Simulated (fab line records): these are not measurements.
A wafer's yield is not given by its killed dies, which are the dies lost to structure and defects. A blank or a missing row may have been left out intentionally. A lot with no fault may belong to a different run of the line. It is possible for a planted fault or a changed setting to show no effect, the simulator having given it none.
fab line records	flow sky130
[record] lots = 6	wafers = 18	lastDay = 50
route steps=708 shown LI_CONTACT@366 PAD_OPEN@708
lots that met no fault: taken from a fault-free run of the same line
startH: start of the lot's first displayed wafer, in hours after the record's first day	waitH: hours since the lot's step before	" identical to the entry in the row above	L1.1+2: several wafers, shown together as one row	- no value present, or no start provided	* or withheld: withheld	< > ~ a bound
route shown NAME@n: names a module that has steps shown in the file, with the first one's number in the route	usual: mean/standard deviation of fault-free wafers	same: alike in all rows	chamber/n: place in a boat	sites: readings site by site	_std_site: how widely they spread, as a standard deviation	_edge_site: inner sites' mean taken away from outer sites' mean	radiusMm: for every site, how far away it sits from the centre of the wafer	mask NAME#n: copy n	behind: the most recent tool/chamber to have shaped the wafer	hold: why the lot went on hold/how many hours it stayed there/how the hold came to an end	device: transistor that didn't switch, given as n, p or np	end of line: the same wafers' tests at the end of the route	a step given without rows: its recipe and nothing more	killed: not the wafer's yield, but the dies lost to structure and defects at the first sort	map: dies across one wafer; x = killed, . = not, _ = none there
set.NAME: the run value of the setting; set.NAME@STEP: its run value at that earlier step	model.NAME: the simulator's own value behind a step, which no gauge read
lots at some steps of the route; a table a step, a row a wafer
services: the hour from which a tool's chamber was out of use, counted from the record's first day as startH (under 0 if before that day), plus the number of hours and why
[[steps]]
[step SKY_LI_CONTACT_DEHYDRATE_04]
[recipe] tempC = 200	timeS = 60
[step SKY_LI_CONTACT_HMDS_05]
[recipe] primeTimeS = 60	primeTempC = 120
[step SKY_LI_CONTACT_COAT_06]
[recipe] resist = BARC	tempC = withheld	timeS = withheld	spinRpm = 3000	resistThkNm = 60
[step SKY_LI_CONTACT_COAT_07]
[recipe] resist = KrF-thick	spinRpm = 3000	resistThkNm = 450
[step SKY_LI_CONTACT_SOFTBAKE_08]
[recipe] tempC = 100	timeS = 90	resist = KrF-thick
[step SKY_LI_CONTACT_EXPOSE_09]
[recipe] maskId = LICM1	na = 0.8	sourceShape = annular	sigmaInner = 0.55	sigmaOuter = 0.85	targetCdNm = 170	doseMj = 38
[step SKY_LI_CONTACT_PEB_10]
[recipe] pebTempC = withheld	pebTimeS = withheld	resist = KrF-thick
[step SKY_LI_CONTACT_DEVELOP_11]
[recipe] developTimeS = 60	resist = KrF-thick	devTempC = 21
[step SKY_LI_CONTACT_CD_MEAS_12]
[recipe] targetCdNm = 170
[usual] cdNm = 170.1/1.5
lot.wafer	tool	chamber	startH	waitH	cdNm
L602.1	cdSem-01	-	709.19	-	169.1
L602.4	"	-	"	"	168.8
L602.6	"	-	"	"	167.4
L606.1	cdSem-01	-	738.41	-	168.4
L606.4	"	-	"	"	168.2
L606.5	"	-	"	"	168.3
L607.1	cdSem-01	-	747.39	-	169.0
L607.2	"	-	"	"	170.3
L607.5	"	-	"	"	170.4
L615.2	cdSem-01	-	814.16	-	170.5
L615.5	"	-	"	"	170.1
L615.6	"	-	"	"	170.1
L616.3	cdSem-02	-	823.55	-	170.1
L616.4	"	-	"	"	171.5
L616.5	"	-	"	"	172.1
L619.2	cdSem-01	-	840.76	-	173.1
L619.3	"	-	"	"	171.7
L619.6	"	-	"	"	172.1
[step SKY_LI_CONTACT_OVL_MEAS_13]
[usual] LI_CONTACT_OVL = -3/6.8
lot.wafer	tool	chamber	startH	waitH	LI_CONTACT_OVL[nm]
L602.1	overlay-01	-	709.31	0.1	-5
L602.4	"	-	"	"	4
L602.6	"	-	"	"	-1
L606.1	overlay-02	-	738.53	0.1	-8
L606.4	"	-	"	"	-5
L606.5	"	-	"	"	-13
L607.1	overlay-01	-	747.51	0.1	-21
L607.2	"	-	"	"	-24
L607.5	"	-	"	"	-21
L615.2	overlay-01	-	814.26	0.1	8
L615.5	"	-	"	"	4
L615.6	"	-	"	"	6
L616.3	overlay-02	-	823.64	0.1	3
L616.4	"	-	"	"	3
L616.5	"	-	"	"	5
L619.2	overlay-01	-	840.86	0.1	6
L619.3	"	-	"	"	2
L619.6	"	-	"	"	1
[step SKY_LI_CONTACT_ETCH_14]
[recipe] chemistry = N2/H2	target = BARC	ionEnergyEv = 200	sourceW = 500	biasW = 100	pressureMtorr = 30	n2FlowSccm = 100	h2FlowSccm = 200	stopOn = SiO2	timeS = 45.9	targetDepthA = 600
[usual] drypumpMotorCurrentA = 5.6/0.53	oesProductAu = 0.854/0.0048	throttleValvePct = 13.224/0.0082
lot.wafer	tool	chamber	startH	waitH	drypumpMotorCurrentA	oesProductAu	rfHoursCounterH	throttleValvePct
L602.1	rieDiel-04	1	709.34	0.0	5.1	0.857	11	13.236
L602.4	"	2	"	"	6.5	0.853	9	13.222
L602.6	"	1	"	"	5.1	0.854	-	13.233
L606.1	rieDiel-01	3	738.56	0.0	5.8	0.847	8	13.225
L606.4	"	3	"	"	5.8	0.857	-	13.221
L606.5	"	1	"	"	5.7	0.850	-	13.218
L607.1	rieDiel-02	0	747.54	0.0	5.0	0.847	9	13.208
L607.2	"	3	"	"	5.9	0.861	5	13.225
L607.5	"	1	"	"	5.0	0.855	-	13.220
L615.2	rieDiel-02	0	814.29	0.0	5.0	0.853	11	13.225
L615.5	"	1	"	"	5.0	0.856	-	13.212
L615.6	"	0	"	"	5.0	0.861	-	13.214
L616.3	rieDiel-02	3	823.66	0.0	5.9	0.848	7	13.213
L616.4	"	0	"	"	5.0	0.853	11	13.237
L616.5	"	1	"	"	5.0	0.857	-	13.229
L619.2	rieDiel-02	0	840.89	0.0	5.0	0.855	11	13.227
L619.3	"	3	"	"	5.9	0.854	7	13.224
L619.6	"	3	"	"	5.9	0.856	-	13.220
[step SKY_LI_CONTACT_ETCH_15]
[recipe] target = PSG	chemistry = C4F8/O2/Ar	stopOn = Si	taperDeg = 4.15	maskMaterial = KrF-thick	sourceW = 1500	biasW = 1200	pressureMtorr = 40	c4f8FlowSccm = withheld	O2_flow_sccm = 6	Ar_flow_sccm = 300	timeS = withheld	targetDepthA = 6000
[usual] oesProductAu = 0.837/0.0041
lot.wafer	tool	chamber	startH	waitH	oesProductAu
L602.1	rieDiel-04	1	709.39	0.0	0.834
L602.4	"	2	"	"	0.840
L602.6	"	1	"	"	0.839
L606.1	rieDiel-01	3	738.61	0.0	0.834
L606.4	"	3	"	"	0.837
L606.5	"	1	"	"	0.838
L607.1	rieDiel-02	0	747.59	0.0	0.836
L607.2	"	3	"	"	0.835
L607.5	"	1	"	"	0.833
L615.2	rieDiel-02	0	814.34	0.0	0.835
L615.5	"	1	"	"	0.834
L615.6	"	0	"	"	0.832
L616.3	rieDiel-02	3	823.71	0.0	0.835
L616.4	"	0	"	"	0.838
L616.5	"	1	"	"	0.836
L619.2	rieDiel-02	0	840.94	0.0	0.843
L619.3	"	3	"	"	0.836
L619.6	"	3	"	"	0.834
[step SKY_LI_CONTACT_STRIP_16]
[recipe] chemistry = O2/N2	powerW = 1400	pressureMtorr = 1500	platenTempC = withheld	o2FlowSccm = 3000	n2FlowSccm = 300	overashFraction = 0.5
[usual] chamberPressureMTorr = 1500.1/1.3	drypumpMotorCurrentA = 5.5/0.37	oesProductAu = 0.375/0.0044	stripTimeToEndpointS = 3.492/0.024
lot.wafer	tool	chamber	startH	waitH	chamberPressureMTorr	drypumpMotorCurrentA	oesProductAu	rfHoursCounterH	stripTimeToEndpointS	model.KrF-thick_of_LI_CONTACT_COAT_07.thkNm
L602.1	plasmaAsher-04	1	709.47	-	1501.5	4.9	0.367	89	3.466	0
L602.4	"	1	"	"	1498.7	4.9	0.375	-	3.473	0
L602.6	"	0	"	"	1500.0	5.4	0.376	-	3.478	0
L606.1	plasmaAsher-04	0	738.69	-	-	-	-	-	-	231.5
L606.4	"	1	"	"	-	-	-	-	-	232
L606.5	"	1	"	"	-	-	-	-	-	231.7
L607.1	plasmaAsher-02	0	747.67	-	-	-	-	-	-	230.8
L607.2	"	1	"	"	-	-	-	-	-	231.7
L607.5	"	0	"	"	-	-	-	-	-	229.8
L615.2	plasmaAsher-01	1	814.42	-	1500.6	5.8	0.381	68	3.545	0
L615.5	"	1	"	"	1500.9	5.9	0.377	-	3.513	0
L615.6	"	0	"	"	1498.5	6.1	0.377	-	3.538	0
L616.3	plasmaAsher-01	1	823.83	-	1500.3	5.9	0.370	-	3.502	0
L616.4	"	0	"	"	1500.6	6.1	0.378	-	3.482	0
L616.5	"	0	"	"	1498.2	6.1	0.374	-	3.484	0
L619.2	plasmaAsher-01	1	841.02	-	1500.3	5.9	0.365	70	3.494	0
L619.3	"	1	"	"	1500.2	5.8	0.377	-	3.465	0
L619.6	"	1	"	"	1502.3	5.9	0.376	-	3.453	0
[step SKY_LI_CONTACT_CLEAN_17]
[recipe] chemistry = NMP	timeS = 600	tempC = 60	dry = n2Spin
[step SKY_PAD_OPEN_PROBE_99]
[usual] killed_at_M0_to_M3 = 43/7.2	killed_at_M4_up = 3.0/1.7	killedAtContacts = 24/5.3	killedAtFrontEnd = 15/4.6	killedAtOther = 0.3/0.5	killedDies = 85/10	killedOnRim = 17/3.8	killedOpen = 46/7.2	killedShort = 39/6.4
[same] grossDies = 492	killedAtBackSide = 0
lot.wafer	tool	chamber	startH	waitH	killed_at_M0_to_M3	killed_at_M4_up	killedAtContacts	killedAtFrontEnd	killedAtOther	killedDies	killedOnRim	killedOpen	killedShort
L602.1	prober-02	-	1104.58	0.1	35	1	24	17	0	77	18	42	35
L602.4	prober-02	-	1104.73	0.2	49	4	32	22	0	107	23	51	56
L602.6	prober-02	-	1104.83	0.2	38	3	24	20	0	85	20	42	43
L606.1	prober-02	-	1119.95	0.1	32	2	441	17	0	492	96	34	41
L606.4	prober-02	-	1120.10	0.2	31	7	444	10	0	492	96	38	38
L606.5	prober-02	-	1120.15	0.2	47	5	431	9	0	492	96	46	37
L607.1	prober-01	-	1127.96	0.1	45	1	430	15	1	492	96	52	38
L607.2	prober-01	-	1128.01	0.1	44	6	427	15	0	492	96	59	38
L607.5	prober-01	-	1128.16	0.2	39	2	435	16	0	492	96	49	31
L615.2	prober-01	-	1176.56	0.1	45	1	28	12	1	87	15	46	41
L615.5	prober-01	-	1176.71	0.2	51	4	27	11	0	93	18	53	40
L615.6	prober-01	-	1176.76	0.2	31	4	35	10	0	80	14	47	33
L616.3	prober-02	-	1179.33	0.2	48	3	26	13	0	90	13	43	47
L616.4	prober-02	-	1179.38	0.2	53	5	32	12	0	102	13	55	47
L616.5	prober-02	-	1179.43	0.2	40	6	28	10	0	84	10	46	38
// killed by level:class
L602.1 VIA1:geometricParticle:open=9 CONTACT:geometricParticle:open=8 VIA3:geometricParticle:open=6 LI_CONTACT:geometricParticle:open=6 POLY_GATE:geometricParticle:short=5 CONTACT:geometricParticle:short=5 METAL1:geometricParticle:short=5 FIELD_ISO:geometricParticle:open=4
L602.4 VIA1:geometricParticle:open=15 CONTACT:geometricParticle:open=11 CONTACT:geometricParticle:short=9 POLY_GATE:geometricParticle:short=8 POLY_GATE:geometricParticle:open=7 METAL1:geometricParticle:short=7 METAL2:geometricParticle:short=7 LI_CONTACT:geometricParticle:open=5
L602.6 CONTACT:geometricParticle:open=11 VIA1:geometricParticle:open=7 POLY_GATE:geometricParticle:open=6 CONTACT:geometricParticle:short=6 METAL1:geometricParticle:short=6 FIELD_ISO:geometricParticle:short=5 LI_CONTACT:geometricParticle:open=5 METAL2:geometricParticle:short=5
L606.1 LI_CONTACT:areaSputter=417 CONTACT:geometricParticle:open=8 METAL1:geometricParticle:short=8 VIA1:geometricParticle:open=7 LI_CONTACT:geometricParticle:open=5 LOCAL_INTERCONNECT:geometricParticle:short=5 VIA2:geometricParticle:open=5 CONTACT:geometricParticle:short=4
L606.4 LI_CONTACT:areaSputter=416 CONTACT:geometricParticle:short=11 CONTACT:geometricParticle:open=9 METAL1:geometricParticle:short=6 VIA1:geometricParticle:open=6 VIA2:geometricParticle:open=5 LI_CONTACT:geometricParticle:open=4 METAL2:geometricParticle:short=4
L606.5 LI_CONTACT:areaSputter=409 VIA2:geometricParticle:open=12 CONTACT:geometricParticle:open=9 METAL1:geometricParticle:short=8 VIA2:geometricParticle:short=5 LOCAL_INTERCONNECT:geometricParticle:short=4 VIA1:geometricParticle:open=4 METAL2:geometricParticle:short=4
L607.1 LI_CONTACT:areaSputter=402 LI_CONTACT:geometricParticle:open=10 CONTACT:geometricParticle:open=9 VIA1:geometricParticle:open=9 VIA2:geometricParticle:open=9 METAL2:geometricParticle:short=7 CONTACT:geometricParticle:short=5 VIA1:geometricParticle:short=5
L607.2 LI_CONTACT:areaSputter=395 VIA1:geometricParticle:open=12 LI_CONTACT:geometricParticle:open=12 CONTACT:geometricParticle:open=10 METAL1:geometricParticle:short=7 VIA2:geometricParticle:open=7 METAL4:geometricParticle:short=5 FIELD_ISO:geometricParticle:open=4
L607.5 LI_CONTACT:areaSputter=412 CONTACT:geometricParticle:open=10 VIA1:geometricParticle:open=9 VIA1:geometricParticle:short=8 LI_CONTACT:geometricParticle:open=7 VIA3:geometricParticle:open=5 FIELD_ISO:geometricParticle:open=4 METAL1:geometricParticle:short=4
L615.2 CONTACT:geometricParticle:open=9 VIA1:geometricParticle:open=8 VIA3:geometricParticle:open=7 LI_CONTACT:geometricParticle:open=5 LOCAL_INTERCONNECT:geometricParticle:short=5 METAL1:geometricParticle:short=5 METAL2:geometricParticle:short=5 CONTACT:geometricParticle:short=4
L615.5 CONTACT:geometricParticle:open=12 VIA1:geometricParticle:open=11 METAL2:geometricParticle:short=10 VIA3:geometricParticle:open=7 VIA2:geometricParticle:open=6 LI_CONTACT:geometricParticle:open=5 LI_CONTACT:geometricParticle:short=4 VIA1:geometricParticle:short=4
L615.6 CONTACT:geometricParticle:open=13 LI_CONTACT:geometricParticle:open=7 VIA2:geometricParticle:open=7 VIA3:geometricParticle:open=7 VIA1:geometricParticle:open=6 CONTACT:geometricParticle:short=6 LOCAL_INTERCONNECT:geometricParticle:short=5 POLY_GATE:geometricParticle:open=4
L616.3 CONTACT:geometricParticle:open=12 VIA1:geometricParticle:open=11 FIELD_ISO:geometricParticle:short=7 CONTACT:geometricParticle:short=7 METAL3:geometricParticle:short=7 VIA2:geometricParticle:open=6 METAL2:geometricParticle:short=6 VIA3:geometricParticle:open=6
L616.4 METAL2:geometricParticle:short=12 LI_CONTACT:geometricParticle:open=11 VIA1:geometricParticle:open=11 VIA2:geometricParticle:open=7 CONTACT:geometricParticle:short=7 CONTACT:geometricParticle:open=7 VIA3:geometricParticle:open=7 VIA1:geometricParticle:short=5
L616.5 VIA1:geometricParticle:open=11 LI_CONTACT:geometricParticle:open=9 LOCAL_INTERCONNECT:geometricParticle:short=8 CONTACT:geometricParticle:open=8 VIA3:geometricParticle:open=7 METAL2:geometricParticle:short=5 METAL1:geometricParticle:short=5 VIA3:geometricParticle:short=4
// map L606.1 (x killed, . not)
__________xxxxxxxxxx_________
________xxxxxxxxxxxxxx_______
______xxxxxxxxxxxxxxxxxx_____
_____xxxxxxxxxxxxxxxxxxxx____
____xxxxxxxxxxxxxxxxxxxxxx___
___xxxxxxxxxxxxxxxxxxxxxxxx__
__xxxxxxxxxxxxxxxxxxxxxxxxxx_
_xxxxxxxxxxxxxxxxxxxxxxxxxxxx
_xxxxxxxxxxxxxxxxxxxxxxxxxxxx
_xxxxxxxxxxxxxxxxxxxxxxxxxxxx
_xxxxxxxxxxxxxxxxxxxxxxxxxxxx
_xxxxxxxxxxxxxxxxxxxxxxxxxxxx
_xxxxxxxxxxxxxxxxxxxxxxxxxxxx
_xxxxxxxxxxxxxxxxxxxxxxxxxxxx
_xxxxxxxxxxxxxxxxxxxxxxxxxxxx
__xxxxxxxxxxxxxxxxxxxxxxxxxx_
___xxxxxxxxxxxxxxxxxxxxxxxx__
____xxxxxxxxxxxxxxxxxxxxxx___
_____xxxxxxxxxxxxxxxxxxxx____
______xxxxxxxxxxxxxxxxxx_____
________xxxxxxxxxxxxxx_______
__________xxxxxxxxxx_________
// map L607.1 (x killed, . not)
__________xxxxxxxxxx_________
________xxxxxxxxxxxxxx_______
______xxxxxxxxxxxxxxxxxx_____
_____xxxxxxxxxxxxxxxxxxxx____
____xxxxxxxxxxxxxxxxxxxxxx___
___xxxxxxxxxxxxxxxxxxxxxxxx__
__xxxxxxxxxxxxxxxxxxxxxxxxxx_
_xxxxxxxxxxxxxxxxxxxxxxxxxxxx
_xxxxxxxxxxxxxxxxxxxxxxxxxxxx
_xxxxxxxxxxxxxxxxxxxxxxxxxxxx
_xxxxxxxxxxxxxxxxxxxxxxxxxxxx
_xxxxxxxxxxxxxxxxxxxxxxxxxxxx
_xxxxxxxxxxxxxxxxxxxxxxxxxxxx
_xxxxxxxxxxxxxxxxxxxxxxxxxxxx
_xxxxxxxxxxxxxxxxxxxxxxxxxxxx
__xxxxxxxxxxxxxxxxxxxxxxxxxx_
___xxxxxxxxxxxxxxxxxxxxxxxx__
____xxxxxxxxxxxxxxxxxxxxxx___
_____xxxxxxxxxxxxxxxxxxxx____
______xxxxxxxxxxxxxxxxxx_____
________xxxxxxxxxxxxxx_______
__________xxxxxxxxxx_________
[[services]]
tool	chamber	startH	hours	kind
rieDiel-04	3	702.76	6.3	repair
plasmaAsher-02	-	707.89	0.5	repair
plasmaAsher-01	-	717.02	2.8	pm
rieDiel-02	2	728.35	-	clean
rieDiel-02	2	728.35	16.3	scheduledDown
rieDiel-02	2	728.35	16.3	ventCycle
rieDiel-01	2	729.02	-	clean
rieDiel-01	2	729.02	18.8	scheduledDown
rieDiel-01	2	729.02	18.8	ventCycle
rieDiel-04	3	732.80	3.7	repair
plasmaAsher-02	-	733.75	9.0	pm
rieDiel-04	2	736.99	19.0	repair
plasmaAsher-04	-	738.87	0.8	repair
rieDiel-01	1	740.14	8.4	repair
rieDiel-04	0	754.58	4.4	repair
plasmaAsher-04	-	757.03	9.0	repair
rieDiel-02	3	777.99	4.9	repair
rieDiel-04	1	786.71	3.7	repair
plasmaAsher-01	-	794.48	8.2	repair
rieDiel-02	-	796.33	1.8	repair
rieDiel-04	3	817.05	-	clean
rieDiel-04	3	817.05	21.3	scheduledDown
rieDiel-02	-	818.34	0.3	repair
plasmaAsher-02	-	831.01	2.8	pm
[[key]]
[firstSign] step = SKY_LI_CONTACT_STRIP_16	reading = toolRecord	direction = missing
[effect] step = SKY_PAD_OPEN_PROBE_99	reading = killedAtContacts	direction = up	sigmas = 77	usual = 24	struck = 435
[modelEffect] step = SKY_LI_CONTACT_STRIP_16	value = KrF-thick_of_LI_CONTACT_COAT_07.thkNm	without = 0	struck = 231.3
[moreKillsBornAt] SKY_LI_CONTACT_SPUTTER_19@pvdSputter-03 = 1242	SKY_LI_CONTACT_SPUTTER_19@pvdSputter-01 = 1209
metAt SKY_LI_CONTACT_STRIP_16
struckWafers L606.1,L606.4,L606.5,L607.1,L607.2,L607.5
laterRowsLeftOut L606.1,L606.4,L606.5,L607.1,L607.2,L607.5
testerLeftOut L606,L607
onsetBetween 709.47 738.69
[fault] kind = skippedStepWhole	tool = plasmaAsher-02,plasmaAsher-04	chamber = -	onsetH = 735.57	steps = SKY_LI_CONTACT_STRIP_16	scope = struckLotsOnly
// testerLeftOut: of these lots the tester's yield and bins aren't shown, on N5 and GAA mostly nor the transistor test; their killed dies are dies lost to structure and defects alone, not to doping, threshold or leakage, so they don't give the yield
// laterRowsLeftOut: the simulator's readings of these wafers behind a module that went badly wrong aren't trusted and aren't shown, but for the sort
